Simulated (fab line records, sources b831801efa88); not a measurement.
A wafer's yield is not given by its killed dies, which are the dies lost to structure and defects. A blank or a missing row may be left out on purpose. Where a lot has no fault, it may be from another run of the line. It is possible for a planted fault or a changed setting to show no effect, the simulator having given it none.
fab line records / flow sky130
record lots=5 wafers=15 last_day=50
route steps=708 shown METAL4@634 VIA4@639 PAD_OPEN@708
lots that met no fault: from a run of the same line without faults
start_h: hours from the record's first day to the start of the lot's first wafer shown / wait_h: hours since the lot's step before / " as in the row above / L1.1+2: several wafers, shown together as one row / - no value present, or no start provided / * or withheld: withheld / < > ~ a bound
route shown NAME@n: a module of which the file shows steps, and the number in the route of the first / usual: average and standard deviation across the fault-free wafers / same: alike in all rows / chamber/n: place in a boat / sites: the reading at each site / _std_site: the values' standard deviation / _edge_site: mean of outer sites minus mean of inner sites / radius_mm: how far each site lies from the wafer's centre / mask NAME#n: copy n / behind: the tool/chamber that last shaped the wafer / hold: cause of the lot's hold/its duration in hours/its outcome / device: names the non-switching transistor (n, p or np) / end of line: the same wafers' tests at the end of the route / where a step has no rows: the recipe by itself / killed: count of dies lost to structure and defects at first sort (not the wafer's yield) / map: shows each die of a wafer: x if killed, . if not, _ if none is there
set.NAME: the setting the step ran with; set.NAME@STEP: the setting that earlier step ran with / model.NAME: the simulator's own value behind a step, which no gauge read
a table for each step, a row for each wafer; lots at some steps of the route
services: the hour from which a tool's chamber was out of use, counted from the record's first day as start_h (under 0 if before that day), plus the number of hours and why
## steps
# step SKY_METAL4_METAL_ETCH_18
# recipe target_depth_a=8450 stop_on=SiO2 over_etch_frac=0.3 time_s=183.1 chemistry=Cl2/BCl3 resist_sidewall_deg=88 pressure_mtorr=10 icp_w=900 bias_w=48.5 Cl2_flow_sccm=60 bcl3_flow_sccm=30
# usual drypump_motor_current_A=5.8/0.48 mfc_cl2_sccm=60.00/0.17 oes_product_au=0.865/0.0071 rf_fwd_power_W=897.1/2.6 throttle_valve_pct=22.265/0.0099
lot.wafer=L223.2 tool=rie_metal-01 chamber=1 start_h=990.03 wait_h=0.0 drypump_motor_current_A=5.4 mfc_cl2_sccm=60.03 oes_product_au=0.868 rf_fwd_power_W=898.5 rf_hours_counter_h=21 throttle_valve_pct=22.249
lot.wafer=L223.4 tool=rie_metal-01 chamber=1 start_h=990.03 wait_h=0.0 drypump_motor_current_A=5.4 mfc_cl2_sccm=60.35 oes_product_au=0.866 rf_fwd_power_W=898.0 rf_hours_counter_h=- throttle_valve_pct=22.291
lot.wafer=L223.6 tool=rie_metal-01 chamber=1 start_h=990.03 wait_h=0.0 drypump_motor_current_A=5.3 mfc_cl2_sccm=60.17 oes_product_au=0.864 rf_fwd_power_W=896.9 rf_hours_counter_h=- throttle_valve_pct=22.274
lot.wafer=L225.1 tool=rie_metal-03 chamber=0 start_h=1013.08 wait_h=0.0 drypump_motor_current_A=5.5 mfc_cl2_sccm=60.13 oes_product_au=0.848 rf_fwd_power_W=897.4 rf_hours_counter_h=5 throttle_valve_pct=22.268
lot.wafer=L225.3 tool=rie_metal-03 chamber=0 start_h=1013.08 wait_h=0.0 drypump_motor_current_A=5.5 mfc_cl2_sccm=60.02 oes_product_au=0.868 rf_fwd_power_W=895.5 rf_hours_counter_h=- throttle_valve_pct=22.255
lot.wafer=L225.5 tool=rie_metal-03 chamber=0 start_h=1013.08 wait_h=0.0 drypump_motor_current_A=5.4 mfc_cl2_sccm=59.64 oes_product_au=0.867 rf_fwd_power_W=896.2 rf_hours_counter_h=- throttle_valve_pct=22.278
lot.wafer=L233.2 tool=rie_metal-01 chamber=0 start_h=1064.39 wait_h=0.0 drypump_motor_current_A=5.5 mfc_cl2_sccm=60.03 oes_product_au=0.877 rf_fwd_power_W=900.4 rf_hours_counter_h=20 throttle_valve_pct=22.281
lot.wafer=L233.3 tool=rie_metal-01 chamber=1 start_h=1064.39 wait_h=0.0 drypump_motor_current_A=5.4 mfc_cl2_sccm=59.91 oes_product_au=0.869 rf_fwd_power_W=897.9 rf_hours_counter_h=- throttle_valve_pct=22.268
lot.wafer=L233.6 tool=rie_metal-01 chamber=1 start_h=1064.39 wait_h=0.0 drypump_motor_current_A=5.4 mfc_cl2_sccm=59.92 oes_product_au=0.866 rf_fwd_power_W=897.6 rf_hours_counter_h=- throttle_valve_pct=22.278
lot.wafer=L237.2 tool=rie_metal-03 chamber=1 start_h=1094.63 wait_h=0.0 drypump_motor_current_A=6.1 mfc_cl2_sccm=59.90 oes_product_au=0.864 rf_fwd_power_W=896.6 rf_hours_counter_h=21 throttle_valve_pct=22.258
lot.wafer=L237.5 tool=rie_metal-03 chamber=1 start_h=1094.63 wait_h=0.0 drypump_motor_current_A=6.1 mfc_cl2_sccm=59.80 oes_product_au=0.864 rf_fwd_power_W=896.2 rf_hours_counter_h=- throttle_valve_pct=22.267
lot.wafer=L237.6 tool=rie_metal-03 chamber=0 start_h=1094.63 wait_h=0.0 drypump_motor_current_A=5.4 mfc_cl2_sccm=60.09 oes_product_au=0.854 rf_fwd_power_W=898.4 rf_hours_counter_h=- throttle_valve_pct=22.270
lot.wafer=L244.1 tool=rie_metal-04 chamber=0 start_h=1125.93 wait_h=0.0 drypump_motor_current_A=6.4 mfc_cl2_sccm=60.04 oes_product_au=0.860 rf_fwd_power_W=900.9 rf_hours_counter_h=24 throttle_valve_pct=22.268
lot.wafer=L244.2 tool=rie_metal-04 chamber=1 start_h=1125.93 wait_h=0.0 drypump_motor_current_A=6.7 mfc_cl2_sccm=60.36 oes_product_au=0.866 rf_fwd_power_W=901.7 rf_hours_counter_h=25 throttle_valve_pct=22.245
lot.wafer=L244.3 tool=rie_metal-04 chamber=1 start_h=1125.93 wait_h=0.0 drypump_motor_current_A=6.7 mfc_cl2_sccm=60.26 oes_product_au=0.872 rf_fwd_power_W=898.8 rf_hours_counter_h=- throttle_valve_pct=22.260
# step SKY_METAL4_STRIP_19
# recipe chemistry=O2/N2 power_w=1400 pressure_mtorr=1500 platen_temp_c=withheld o2_flow_sccm=3000 n2_flow_sccm=300 overash_fraction=0.5
# usual drypump_motor_current_A=5.7/0.39 o2_flow_sccm=3000/8.3 oes_product_au=0.503/0.0067 strip_time_to_endpoint_s=6.55/0.096
lot.wafer=L223.2 tool=plasma_asher-04 chamber=1 start_h=990.21 wait_h=0.1 drypump_motor_current_A=5.5 o2_flow_sccm=3000 oes_product_au=0.499 rf_hours_counter_h=23 strip_time_to_endpoint_s=6.62
lot.wafer=L223.4 tool=plasma_asher-04 chamber=1 start_h=990.21 wait_h=0.1 drypump_motor_current_A=5.5 o2_flow_sccm=3007 oes_product_au=0.507 rf_hours_counter_h=- strip_time_to_endpoint_s=6.65
lot.wafer=L223.6 tool=plasma_asher-04 chamber=0 start_h=990.21 wait_h=0.1 drypump_motor_current_A=6.0 o2_flow_sccm=2987 oes_product_au=0.506 rf_hours_counter_h=- strip_time_to_endpoint_s=6.60
lot.wafer=L225.1 tool=plasma_asher-02 chamber=0 start_h=1013.26 wait_h=0.1 drypump_motor_current_A=6.3 o2_flow_sccm=3000 oes_product_au=0.500 rf_hours_counter_h=88 strip_time_to_endpoint_s=6.49
lot.wafer=L225.3 tool=plasma_asher-02 chamber=0 start_h=1013.26 wait_h=0.1 drypump_motor_current_A=6.2 o2_flow_sccm=2992 oes_product_au=0.503 rf_hours_counter_h=- strip_time_to_endpoint_s=6.50
lot.wafer=L225.5 tool=plasma_asher-02 chamber=1 start_h=1013.26 wait_h=0.1 drypump_motor_current_A=5.2 o2_flow_sccm=3020 oes_product_au=0.505 rf_hours_counter_h=- strip_time_to_endpoint_s=6.48
lot.wafer=L233.2 tool=plasma_asher-02 chamber=0 start_h=1064.56 wait_h=0.1 drypump_motor_current_A=6.3 o2_flow_sccm=2988 oes_product_au=0.503 rf_hours_counter_h=94 strip_time_to_endpoint_s=6.61
lot.wafer=L233.3 tool=plasma_asher-02 chamber=1 start_h=1064.56 wait_h=0.1 drypump_motor_current_A=5.2 o2_flow_sccm=3004 oes_product_au=0.514 rf_hours_counter_h=- strip_time_to_endpoint_s=6.70
lot.wafer=L233.6 tool=plasma_asher-02 chamber=1 start_h=1064.56 wait_h=0.1 drypump_motor_current_A=5.2 o2_flow_sccm=3000 oes_product_au=0.513 rf_hours_counter_h=- strip_time_to_endpoint_s=6.70
lot.wafer=L237.2 tool=plasma_asher-02 chamber=0 start_h=1094.80 wait_h=0.1 drypump_motor_current_A=6.3 o2_flow_sccm=2996 oes_product_au=0.499 rf_hours_counter_h=97 strip_time_to_endpoint_s=6.48
lot.wafer=L237.5 tool=plasma_asher-02 chamber=1 start_h=1094.80 wait_h=0.1 drypump_motor_current_A=5.2 o2_flow_sccm=3014 oes_product_au=0.505 rf_hours_counter_h=- strip_time_to_endpoint_s=6.58
lot.wafer=L237.6 tool=plasma_asher-02 chamber=0 start_h=1094.80 wait_h=0.1 drypump_motor_current_A=6.3 o2_flow_sccm=3007 oes_product_au=0.493 rf_hours_counter_h=- strip_time_to_endpoint_s=6.47
lot.wafer=L244.1 tool=plasma_asher-04 chamber=1 start_h=1126.11 wait_h=0.1 drypump_motor_current_A=5.5 o2_flow_sccm=3004 oes_product_au=0.494 rf_hours_counter_h=36 strip_time_to_endpoint_s=6.46
lot.wafer=L244.2 tool=plasma_asher-04 chamber=0 start_h=1126.11 wait_h=0.1 drypump_motor_current_A=6.0 o2_flow_sccm=3010 oes_product_au=0.499 rf_hours_counter_h=36 strip_time_to_endpoint_s=6.60
lot.wafer=L244.3 tool=plasma_asher-04 chamber=0 start_h=1126.11 wait_h=0.1 drypump_motor_current_A=6.0 o2_flow_sccm=3004 oes_product_au=0.505 rf_hours_counter_h=- strip_time_to_endpoint_s=6.54
# step SKY_METAL4_STRIP_20
# recipe chemistry=post_etch_residue_remover time_s=1200 temp_c=72.5
# step SKY_METAL4_CLEAN_21
# recipe chemistry=IPA time_s=180 temp_c=25
# step SKY_METAL4_CLEAN_22
# recipe chemistry=O3/DIW dry=n2_spin
# step SKY_VIA4_HDPCVD_00
# recipe material=SiO2 target_thk_nm=1750 sigma_open_frac=0.3 time_s=291.7 temp_c=400 sih4_flow_sccm=60 pressure_mtorr=6
# step SKY_VIA4_THK_MEAS_01
# recipe reads=SiO2_of_VIA4_HDPCVD_00
# usual VIA4_HDPCVD_THK=1744/16
lot.wafer=L223.2 tool=film_metro-04 chamber=- start_h=991.06 wait_h=0.1 VIA4_HDPCVD_THK[nm]=1748
lot.wafer=L223.4 tool=film_metro-04 chamber=- start_h=991.06 wait_h=0.1 VIA4_HDPCVD_THK[nm]=1745
lot.wafer=L223.6 tool=film_metro-04 chamber=- start_h=991.06 wait_h=0.1 VIA4_HDPCVD_THK[nm]=1739
lot.wafer=L225.1 tool=film_metro-04 chamber=- start_h=1014.03 wait_h=0.1 VIA4_HDPCVD_THK[nm]=1744
lot.wafer=L225.3 tool=film_metro-04 chamber=- start_h=1014.03 wait_h=0.1 VIA4_HDPCVD_THK[nm]=1748
lot.wafer=L225.5 tool=film_metro-04 chamber=- start_h=1014.03 wait_h=0.1 VIA4_HDPCVD_THK[nm]=1721
lot.wafer=L233.2 tool=film_metro-01 chamber=- start_h=1065.34 wait_h=0.1 VIA4_HDPCVD_THK[nm]=1742
lot.wafer=L233.3 tool=film_metro-01 chamber=- start_h=1065.34 wait_h=0.1 VIA4_HDPCVD_THK[nm]=1725
lot.wafer=L233.6 tool=film_metro-01 chamber=- start_h=1065.34 wait_h=0.1 VIA4_HDPCVD_THK[nm]=1765
lot.wafer=L237.2 tool=film_metro-04 chamber=- start_h=1095.59 wait_h=0.1 VIA4_HDPCVD_THK[nm]=1743
lot.wafer=L237.5 tool=film_metro-04 chamber=- start_h=1095.59 wait_h=0.1 VIA4_HDPCVD_THK[nm]=1746
lot.wafer=L237.6 tool=film_metro-04 chamber=- start_h=1095.59 wait_h=0.1 VIA4_HDPCVD_THK[nm]=1730
lot.wafer=L244.1 tool=film_metro-04 chamber=- start_h=1126.89 wait_h=0.1 VIA4_HDPCVD_THK[nm]=1753
lot.wafer=L244.2 tool=film_metro-04 chamber=- start_h=1126.89 wait_h=0.1 VIA4_HDPCVD_THK[nm]=1750
lot.wafer=L244.3 tool=film_metro-04 chamber=- start_h=1126.89 wait_h=0.1 VIA4_HDPCVD_THK[nm]=1761
# step SKY_VIA4_CMP_02
# recipe material=SiO2 down_force_psi=4 platen_rpm=60 pad_velocity_m_s=0.94248
# usual motor_current_A=11.1/1
lot.wafer=L223.2 tool=cmp-01 chamber=3 start_h=991.70 wait_h=0.6 motor_current_A=11.2
lot.wafer=L223.4 tool=cmp-01 chamber=0 start_h=991.70 wait_h=0.6 motor_current_A=10.7
lot.wafer=L223.6 tool=cmp-01 chamber=3 start_h=991.70 wait_h=0.6 motor_current_A=11.0
lot.wafer=L225.3 tool=cmp-01 chamber=3 start_h=1014.19 wait_h=0.1 motor_current_A=11.1
lot.wafer=L225.1 tool=cmp-01 chamber=0 start_h=1014.19 wait_h=0.1 motor_current_A=10.5
lot.wafer=L225.5 tool=cmp-01 chamber=2 start_h=1014.19 wait_h=0.1 motor_current_A=10.4
lot.wafer=L233.3 tool=cmp-01 chamber=1 start_h=1065.39 wait_h=0.0 motor_current_A=12.9
lot.wafer=L233.2 tool=cmp-01 chamber=3 start_h=1065.39 wait_h=0.0 motor_current_A=10.3
lot.wafer=L233.6 tool=cmp-01 chamber=1 start_h=1065.39 wait_h=0.0 motor_current_A=12.6
lot.wafer=L237.2 tool=cmp-02 chamber=2 start_h=1095.64 wait_h=0.0 motor_current_A=9.7
lot.wafer=L237.5 tool=cmp-02 chamber=2 start_h=1095.64 wait_h=0.0 motor_current_A=9.6
lot.wafer=L237.6 tool=cmp-02 chamber=3 start_h=1095.64 wait_h=0.0 motor_current_A=10.4
lot.wafer=L244.2 tool=cmp-02 chamber=1 start_h=1126.95 wait_h=0.0 motor_current_A=12.0
lot.wafer=L244.3 tool=cmp-02 chamber=2 start_h=1126.95 wait_h=0.0 motor_current_A=9.6
lot.wafer=L244.1 tool=cmp-02 chamber=3 start_h=1126.95 wait_h=0.0 motor_current_A=10.7
# step SKY_VIA4_BOW_MEAS_03
# recipe mode=bow
# usual VIA4_BOW=80/7.3
lot.wafer=L223.2 tool=film_metro-01 chamber=- start_h=992.02 wait_h=0.3 VIA4_BOW[um]=80
lot.wafer=L223.4 tool=film_metro-01 chamber=- start_h=992.02 wait_h=0.3 VIA4_BOW[um]=76
lot.wafer=L223.6 tool=film_metro-01 chamber=- start_h=992.02 wait_h=0.3 VIA4_BOW[um]=67
lot.wafer=L225.1 tool=film_metro-04 chamber=- start_h=1014.39 wait_h=0.1 VIA4_BOW[um]=99
lot.wafer=L225.3 tool=film_metro-04 chamber=- start_h=1014.39 wait_h=0.1 VIA4_BOW[um]=91
lot.wafer=L225.5 tool=film_metro-04 chamber=- start_h=1014.39 wait_h=0.1 VIA4_BOW[um]=84
lot.wafer=L233.2 tool=film_metro-04 chamber=- start_h=1065.71 wait_h=0.2 VIA4_BOW[um]=75
lot.wafer=L233.3 tool=film_metro-04 chamber=- start_h=1065.71 wait_h=0.2 VIA4_BOW[um]=82
lot.wafer=L233.6 tool=film_metro-04 chamber=- start_h=1065.71 wait_h=0.2 VIA4_BOW[um]=74
lot.wafer=L237.2 tool=film_metro-04 chamber=- start_h=1095.96 wait_h=0.3 VIA4_BOW[um]=89
lot.wafer=L237.5 tool=film_metro-04 chamber=- start_h=1095.96 wait_h=0.3 VIA4_BOW[um]=87
lot.wafer=L237.6 tool=film_metro-04 chamber=- start_h=1095.96 wait_h=0.3 VIA4_BOW[um]=93
lot.wafer=L244.1 tool=film_metro-01 chamber=- start_h=1127.25 wait_h=0.1 VIA4_BOW[um]=76
lot.wafer=L244.2 tool=film_metro-01 chamber=- start_h=1127.25 wait_h=0.1 VIA4_BOW[um]=82
lot.wafer=L244.3 tool=film_metro-01 chamber=- start_h=1127.25 wait_h=0.1 VIA4_BOW[um]=71
# step SKY_VIA4_DEHYDRATE_04
# recipe temp_c=200 time_s=60
# step SKY_VIA4_HMDS_05
# recipe prime_time_s=60 prime_temp_c=120
# step SKY_VIA4_COAT_06
# recipe resist=NOVOLAK spin_rpm=3000 resist_thk_nm=1140
# step SKY_VIA4_SOFTBAKE_07
# recipe temp_c=90 time_s=60 resist=NOVOLAK
# usual heater_power_total_W=56.59/0.049 run_length_s=89.33/0.13
lot.wafer=L223.2 tool=litho_track-04 chamber=0 start_h=1003.49 wait_h=0.1 heater_power_total_W=56.62 run_length_s=89.28
lot.wafer=L223.4 tool=litho_track-04 chamber=0 start_h=1003.49 wait_h=0.1 heater_power_total_W=56.57 run_length_s=89.14
lot.wafer=L223.6 tool=litho_track-04 chamber=0 start_h=1003.49 wait_h=0.1 heater_power_total_W=56.59 run_length_s=89.23
lot.wafer=L225.1 tool=litho_track-03 chamber=0 start_h=1024.81 wait_h=0.1 heater_power_total_W=56.56 run_length_s=89.53
lot.wafer=L225.3 tool=litho_track-03 chamber=0 start_h=1024.81 wait_h=0.1 heater_power_total_W=56.68 run_length_s=89.36
lot.wafer=L225.5 tool=litho_track-03 chamber=0 start_h=1024.81 wait_h=0.1 heater_power_total_W=56.60 run_length_s=89.23
lot.wafer=L233.2 tool=litho_track-03 chamber=0 start_h=1075.94 wait_h=0.1 heater_power_total_W=56.50 run_length_s=89.47
lot.wafer=L233.3 tool=litho_track-03 chamber=0 start_h=1075.94 wait_h=0.1 heater_power_total_W=56.59 run_length_s=89.28
lot.wafer=L233.6 tool=litho_track-03 chamber=0 start_h=1075.94 wait_h=0.1 heater_power_total_W=56.66 run_length_s=106.75
lot.wafer=L237.2 tool=litho_track-01 chamber=0 start_h=1106.30 wait_h=0.1 heater_power_total_W=56.62 run_length_s=89.48
lot.wafer=L237.5 tool=litho_track-01 chamber=0 start_h=1106.30 wait_h=0.1 heater_power_total_W=56.62 run_length_s=89.57
lot.wafer=L237.6 tool=litho_track-01 chamber=0 start_h=1106.30 wait_h=0.1 heater_power_total_W=56.64 run_length_s=89.34
lot.wafer=L244.1 tool=litho_track-01 chamber=0 start_h=1135.68 wait_h=0.1 heater_power_total_W=56.63 run_length_s=89.24
lot.wafer=L244.2 tool=litho_track-01 chamber=0 start_h=1135.68 wait_h=0.1 heater_power_total_W=56.64 run_length_s=89.31
lot.wafer=L244.3 tool=litho_track-01 chamber=0 start_h=1135.68 wait_h=0.1 heater_power_total_W=56.48 run_length_s=89.42
# step SKY_VIA4_EXPOSE_08
# recipe mask_id=VIM4 na=0.6 source_shape=conventional sigma_outer=0.6 polarization=unpolarized target_cd_nm=800 dose_mj=132
# step SKY_PAD_OPEN_PROBE_99
# usual defect_limited_yield=82.4/1.9 killed_at_M0_to_M3=44/7.5 killed_at_M4_up=3.2/1.9 killed_at_contacts=23/4.7 killed_at_front_end=15/4.7 killed_at_other=0.4/0.66 killed_dies=87/9.3 killed_open=47/7.2 killed_short=39/6.5 sort_bin_3_pad_short=0.8/0.39 sort_bin_5_function=10.5/1.4 sort_bin_6_memory=6.3/1.2 sort_n_pass=405/9.3 sort_yield_pct=82.4/1.9
# same gross_dies=492 killed_at_back_side=0 sort_bin_4_leakage[%]=0 sort_bin_8_speed[%]=0
lot.wafer=L223.2 tool=prober-02 chamber=- start_h=1086.09 wait_h=0.1 defect_limited_yield[%]=80.1 killed_at_M0_to_M3=47 killed_at_M4_up=5 killed_at_contacts=27 killed_at_front_end=19 killed_at_other=0 killed_dies=98 killed_open=45 killed_short=53 sort_bin_3_pad_short[%]=0.6 sort_bin_5_function[%]=10.4 sort_bin_6_memory[%]=8.9 sort_n_pass=394 sort_yield_pct[%]=80.1
lot.wafer=L223.4 tool=prober-02 chamber=- start_h=1086.19 wait_h=0.2 defect_limited_yield[%]=81.5 killed_at_M0_to_M3=45 killed_at_M4_up=2 killed_at_contacts=30 killed_at_front_end=14 killed_at_other=0 killed_dies=91 killed_open=43 killed_short=48 sort_bin_3_pad_short[%]=1.0 sort_bin_5_function[%]=8.9 sort_bin_6_memory[%]=8.5 sort_n_pass=401 sort_yield_pct[%]=81.5
lot.wafer=L223.6 tool=prober-02 chamber=- start_h=1086.29 wait_h=0.2 defect_limited_yield[%]=83.7 killed_at_M0_to_M3=47 killed_at_M4_up=1 killed_at_contacts=19 killed_at_front_end=13 killed_at_other=0 killed_dies=80 killed_open=47 killed_short=33 sort_bin_3_pad_short[%]=1.0 sort_bin_5_function[%]=8.5 sort_bin_6_memory[%]=6.7 sort_n_pass=412 sort_yield_pct[%]=83.7
lot.wafer=L244.1 tool=prober-02 chamber=- start_h=1199.69 wait_h=0.1 defect_limited_yield[%]=84.3 killed_at_M0_to_M3=38 killed_at_M4_up=5 killed_at_contacts=22 killed_at_front_end=12 killed_at_other=0 killed_dies=77 killed_open=31 killed_short=46 sort_bin_3_pad_short[%]=0.2 sort_bin_5_function[%]=8.5 sort_bin_6_memory[%]=6.9 sort_n_pass=415 sort_yield_pct[%]=84.3
lot.wafer=L244.2 tool=prober-02 chamber=- start_h=1199.74 wait_h=0.1 defect_limited_yield[%]=82.5 killed_at_M0_to_M3=43 killed_at_M4_up=0 killed_at_contacts=27 killed_at_front_end=16 killed_at_other=0 killed_dies=86 killed_open=44 killed_short=38 sort_bin_3_pad_short[%]=0.8 sort_bin_5_function[%]=8.9 sort_bin_6_memory[%]=7.7 sort_n_pass=406 sort_yield_pct[%]=82.5
lot.wafer=L244.3 tool=prober-02 chamber=- start_h=1199.79 wait_h=0.2 defect_limited_yield[%]=85.4 killed_at_M0_to_M3=29 killed_at_M4_up=2 killed_at_contacts=25 killed_at_front_end=16 killed_at_other=0 killed_dies=72 killed_open=36 killed_short=36 sort_bin_3_pad_short[%]=0.8 sort_bin_5_function[%]=8.9 sort_bin_6_memory[%]=4.9 sort_n_pass=420 sort_yield_pct[%]=85.4
# killed by level:class
L223.2 VIA1:geometric_particle:open=12 POLY_GATE:geometric_particle:open=8 METAL3:geometric_particle:short=7 CONTACT:geometric_particle:short=7 LI_CONTACT:geometric_particle:open=7 CONTACT:geometric_particle:open=7 VIA3:geometric_particle:open=6 LOCAL_INTERCONNECT:geometric_particle:short=5
L223.4 CONTACT:geometric_particle:open=11 METAL2:geometric_particle:short=9 VIA1:geometric_particle:open=8 VIA1:geometric_particle:short=6 CONTACT:geometric_particle:short=6 VIA2:geometric_particle:open=5 LOCAL_INTERCONNECT:geometric_particle:short=5 POLY_GATE:geometric_particle:short=4
L223.6 VIA1:geometric_particle:open=14 VIA2:geometric_particle:open=9 VIA1:geometric_particle:short=8 CONTACT:geometric_particle:short=7 VIA3:geometric_particle:open=6 CONTACT:geometric_particle:open=5 FIELD_ISO:geometric_particle:open=4 LI_CONTACT:geometric_particle:open=4
L244.1 METAL2:geometric_particle:short=10 LOCAL_INTERCONNECT:geometric_particle:short=6 CONTACT:geometric_particle:open=6 METAL1:geometric_particle:short=5 VIA3:geometric_particle:short=5 VIA3:geometric_particle:open=5 FIELD_ISO:geometric_particle:open=4 LI_CONTACT:geometric_particle:open=4
L244.2 FIELD_ISO:geometric_particle:short=9 CONTACT:geometric_particle:open=9 VIA1:geometric_particle:open=9 METAL2:geometric_particle:short=9 VIA3:geometric_particle:open=7 LI_CONTACT:geometric_particle:open=6 FIELD_ISO:geometric_particle:open=4 LI_CONTACT:geometric_particle:short=4
L244.3 VIA1:geometric_particle:open=8 LI_CONTACT:geometric_particle:open=6 VIA3:geometric_particle:open=6 LOCAL_INTERCONNECT:geometric_particle:short=6 CONTACT:geometric_particle:open=6 METAL2:geometric_particle:short=6 POLY_GATE:geometric_particle:short=5 POLY_GATE:geometric_particle:open=4
## services
tool=rie_metal-04 chamber=- start_h=984.40 hours=0.2 kind=repair
tool=cmp-01 chamber=- start_h=987.58 hours=1.1 kind=repair
tool=rie_metal-04 chamber=- start_h=1001.93 hours=2.8 kind=pm
tool=rie_metal-04 chamber=- start_h=1010.97 hours=14.6 kind=pm
tool=litho_track-04 chamber=- start_h=1017.84 hours=- kind=consumable_replace:filter
tool=cmp-01 chamber=- start_h=1019.55 hours=2.6 kind=repair
tool=rie_metal-01 chamber=- start_h=1021.74 hours=0.5 kind=repair
tool=cmp-02 chamber=- start_h=1051.79 hours=0.3 kind=repair
tool=rie_metal-03 chamber=- start_h=1069.58 hours=1.2 kind=repair
tool=cmp-02 chamber=- start_h=1070.05 hours=4.0 kind=pm
tool=cmp-02 chamber=- start_h=1074.05 hours=- kind=consumable_replace:conditioner
tool=cmp-02 chamber=- start_h=1074.05 hours=- kind=consumable_replace:pad
tool=litho_track-03 chamber=- start_h=1095.36 hours=- kind=consumable_replace:filter
tool=cmp-01 chamber=- start_h=1095.65 hours=4.8 kind=pm
tool=cmp-02 chamber=- start_h=1100.64 hours=0.6 kind=repair
tool=rie_metal-03 chamber=- start_h=1106.00 hours=1.9 kind=repair
tool=cmp-01 chamber=- start_h=1111.16 hours=7.6 kind=pm
tool=rie_metal-01 chamber=0 start_h=1115.08 hours=- kind=clean
tool=rie_metal-01 chamber=0 start_h=1115.08 hours=- kind=consumable_replace:focus_ring
tool=rie_metal-01 chamber=0 start_h=1115.08 hours=16.3 kind=scheduled_down
tool=rie_metal-01 chamber=0 start_h=1115.08 hours=16.3 kind=vent_cycle
tool=cmp-01 chamber=- start_h=1134.87 hours=1.6 kind=repair
## key
first_sign step=SKY_VIA4_SOFTBAKE_07 reading=run_length_s direction=up sigmas=99+ usual=* struck=*
effect none on later readings
met_at SKY_VIA4_SOFTBAKE_07
struck_wafers L233.6
onset_between 1024.81 1075.94
fault kind=process_parameter_drift tool=litho_track-03 chamber=- onset_h=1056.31 steps=SKY_VIA4_SOFTBAKE_07 channel=time_s offset=* shape=step end_h=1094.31 scope=struck_wafers_only acts_in=* stated=*
